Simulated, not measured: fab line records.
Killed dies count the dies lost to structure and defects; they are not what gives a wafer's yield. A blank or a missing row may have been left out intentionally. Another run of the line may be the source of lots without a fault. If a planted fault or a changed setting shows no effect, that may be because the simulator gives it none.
What tool caused it? | flow gf180mcu | 12 lots, 35 wafers sampled, at 6 steps of a route of 602

WHAT THE GAUGES READ, wafer by wafer
GF_M1_OVL_MEAS_15. Usual: M1_OVL -2 nm, standard deviation 5.3.
lot  | measured     | on         | M1_OVL (nm) | flag
L256 | day 16 21:14 | overlay-01 | -8 7 0      |
L257 | day 17 14:08 | overlay-01 | -3 -6 -4    |
L261 | day 19 07:55 | overlay-02 | 1 2 1       |
L263 | day 20 01:34 | overlay-02 | -1 3 0      |
L262 | day 20 18:14 | overlay-02 | -1 -3 0     |
L265 | day 21 09:29 | overlay-01 | -6 -4 -4    |
L266 | day 21 10:41 | overlay-02 | 3 2 1       |
L267 | day 22 02:02 | overlay-02 | 7 1 2       |
L268 | day 22 06:26 | overlay-02 | 0 -5 2      |
L269 | day 22 08:20 | overlay-01 | -2 -1       |
L270 | day 22 23:40 | overlay-02 | -15 -11 -11 |
L279 | day 25 17:01 | overlay-01 | 1 -1 -2     |

GF_V1_CD_MEAS_14: the cd target is 260 nm. Usual: 260.4 nm for cd-nm, sd 1.2.
lot  | measured     | on        | cd-nm (nm)        | flag
L256 | day 17 20:24 | cd-sem-01 | 260.3 260.2 260.1 |
L257 | day 18 13:11 | cd-sem-01 | 261.1 261.1 260.8 |
L261 | day 20 09:36 | cd-sem-01 | 260.5 258.6 260.0 |
L263 | day 21 02:58 | cd-sem-01 | 260.7 261.2 261.8 |
L262 | day 21 19:46 | cd-sem-02 | 260.3 260.6 260.1 |
L265 | day 22 10:30 | cd-sem-02 | 262.8 261.0 262.2 |
L266 | day 22 12:01 | cd-sem-01 | 262.4 262.0 263.7 |
L267 | day 23 02:34 | cd-sem-02 | 259.9 259.8 261.4 |
L268 | day 23 06:29 | cd-sem-01 | 261.0 261.5 260.9 |
L269 | day 23 08:55 | cd-sem-02 | 257.9 258.8       |
L270 | day 24 00:13 | cd-sem-02 | 258.8 259.7 260.6 |
L279 | day 26 15:16 | cd-sem-02 | 260.4 258.3 259.2 |

GF_V1_RS_MEAS_24: measures by four-point-probe. Usual: V1_W_RS 0.331 ohm/sq, standard deviation 0.0048.
lot  | measured     | on            | V1_W_RS (ohm/sq)  | flag
L256 | day 17 21:28 | film-metro-03 | 0.336 0.329 0.338 |
L257 | day 18 14:13 | film-metro-01 | 0.330 0.329 0.331 |
L261 | day 20 10:39 | film-metro-03 | 0.340 0.331 0.340 |
L263 | day 21 03:59 | film-metro-01 | 0.330 0.328 0.327 |
L262 | day 21 21:09 | film-metro-01 | 0.330 0.330 0.334 |
L265 | day 22 11:32 | film-metro-01 | 0.329 0.322 0.330 |
L266 | day 22 13:02 | film-metro-01 | 0.333 0.325 0.334 |
L267 | day 23 03:41 | film-metro-01 | 0.332 0.332 0.335 |
L268 | day 23 07:33 | film-metro-01 | 0.330 0.333 0.360 |
L269 | day 23 09:57 | film-metro-02 | 0.328 0.354       |
L270 | day 24 01:14 | film-metro-02 | 0.328 0.328 0.330 |
L279 | day 26 16:18 | film-metro-02 | 0.330 0.330 0.330 |

GF_V1_THK_MEAS_25: measures by xrf. Usual: V1_W_THK 347 nm, standard deviation 4.5.
lot  | measured     | on            | V1_W_THK (nm) | flag
L256 | day 17 21:34 | film-metro-03 | 344 350 341   |
L257 | day 18 14:19 | film-metro-01 | 348 349 346   |
L261 | day 20 10:46 | film-metro-03 | 341 349 340   |
L263 | day 21 04:07 | film-metro-01 | 349 349 352   |
L262 | day 21 21:16 | film-metro-01 | 345 349 345   |
L265 | day 22 11:39 | film-metro-01 | 344 352 345   |
L266 | day 22 13:09 | film-metro-01 | 341 348 342   |
L267 | day 23 03:47 | film-metro-01 | 348 346 341   |
L268 | day 23 07:39 | film-metro-01 | 348 347 319   |
L269 | day 23 10:04 | film-metro-02 | 349 324       |
L270 | day 24 01:22 | film-metro-02 | 354 352 349   |
L279 | day 26 16:25 | film-metro-02 | 351 347 348   |

WHICH TOOL RAN EACH LOT (tool, then ch and the chambers of the sampled wafers, then the start)
lot  | GF_M1_SPUTTER_00             | GF_V1_CVD_23
L256 | pvd-sputter-04, day 15 22:51 | cvd-w-01 ch 0,1, day 17 21:21
L257 | pvd-sputter-04, day 16 13:53 | cvd-w-02 ch 0,1, day 18 14:07
L261 | pvd-sputter-02, day 18 09:02 | cvd-w-01 ch 0,1, day 20 10:32
L263 | pvd-sputter-01, day 19 00:47 | cvd-w-02 ch 0,1, day 21 03:53
L262 | pvd-sputter-01, day 19 17:04 | cvd-w-01 ch 0,1, day 21 21:01
L265 | pvd-sputter-02, day 20 09:47 | cvd-w-02 ch 0,1, day 22 11:25
L266 | pvd-sputter-04, day 20 10:05 | cvd-w-01 ch 0,1, day 22 12:55
L267 | pvd-sputter-02, day 21 01:16 | cvd-w-01 ch 0,1, day 23 03:33
L268 | pvd-sputter-04, day 21 06:02 | cvd-w-01 ch 0,1, day 23 07:26
L269 | pvd-sputter-04, day 21 09:07 | cvd-w-01 ch 0,1, day 23 09:49
L270 | pvd-sputter-04, day 21 23:21 | cvd-w-02 ch 0,1, day 24 01:08
L279 | pvd-sputter-04, day 24 19:26 | cvd-w-02 ch 0,1, day 26 16:11
- GF_M1_SPUTTER_00: material Ti, target thk 37.5 nm, time 150 s.
- GF_V1_CVD_23: deposits W, target thk 350 nm, time 105.05 s.

AS READ BY THE TOOLS THEMSELVES (means over the sampled wafers that have a number; for cases with no such wafer, the mark the record gives instead)
GF_M1_SPUTTER_00. Usual: 30.1 % for throttle-valve-pct, sd 1.4.
lot  | tool           | throttle-valve-pct (%) | flag
L256 | pvd-sputter-04 | 30.8                   |
L257 | pvd-sputter-04 | 30.1                   |
L261 | pvd-sputter-02 | 31.1                   |
L263 | pvd-sputter-01 | 29.0                   |
L262 | pvd-sputter-01 | 28.2                   |
L265 | pvd-sputter-02 | 31.3                   |
L266 | pvd-sputter-04 | 29.5                   |
L267 | pvd-sputter-02 | 31.2                   |
L268 | pvd-sputter-04 | 29.5                   |
L269 | pvd-sputter-04 | 31.2                   |
L270 | pvd-sputter-04 | 31.2                   |
L279 | pvd-sputter-04 | 30.1                   |

GF_V1_CVD_23. Usual: 885 W for heater-power-w, sd 35.
lot  | tool     | heater-power-w (W) | flag
L256 | cvd-w-01 | 891                |
L257 | cvd-w-02 | 891                |
L261 | cvd-w-01 | 889                |
L263 | cvd-w-02 | 904                |
L262 | cvd-w-01 | 872                |
L265 | cvd-w-02 | 892                |
L266 | cvd-w-01 | 889                |
L267 | cvd-w-01 | 913                |
L268 | cvd-w-01 | 852                |
L269 | cvd-w-01 | 869                |
L270 | cvd-w-02 | 888                |
L279 | cvd-w-02 | 878                |

THE ANSWER, worked out from the rows above alone
Rule: a lot counts as off when the mean over its wafers that have a number is more than 3 standard deviations away from the usual mean. Also off: a lot with no number at a reading for which 4 or more lots have one. Where the step has rows for the other lots, those lots are counted as sound. First the gauges in route order, then the tools' own readings, where a lot's mean is used as printed above. The first step at which some lot is off is used, and at that step the reading that is off furthest; a lot without a number counts as furthest.
Nothing can be told from this: no lot is off at any reading shown.

WHAT THE SIMULATOR HAD INSERTED
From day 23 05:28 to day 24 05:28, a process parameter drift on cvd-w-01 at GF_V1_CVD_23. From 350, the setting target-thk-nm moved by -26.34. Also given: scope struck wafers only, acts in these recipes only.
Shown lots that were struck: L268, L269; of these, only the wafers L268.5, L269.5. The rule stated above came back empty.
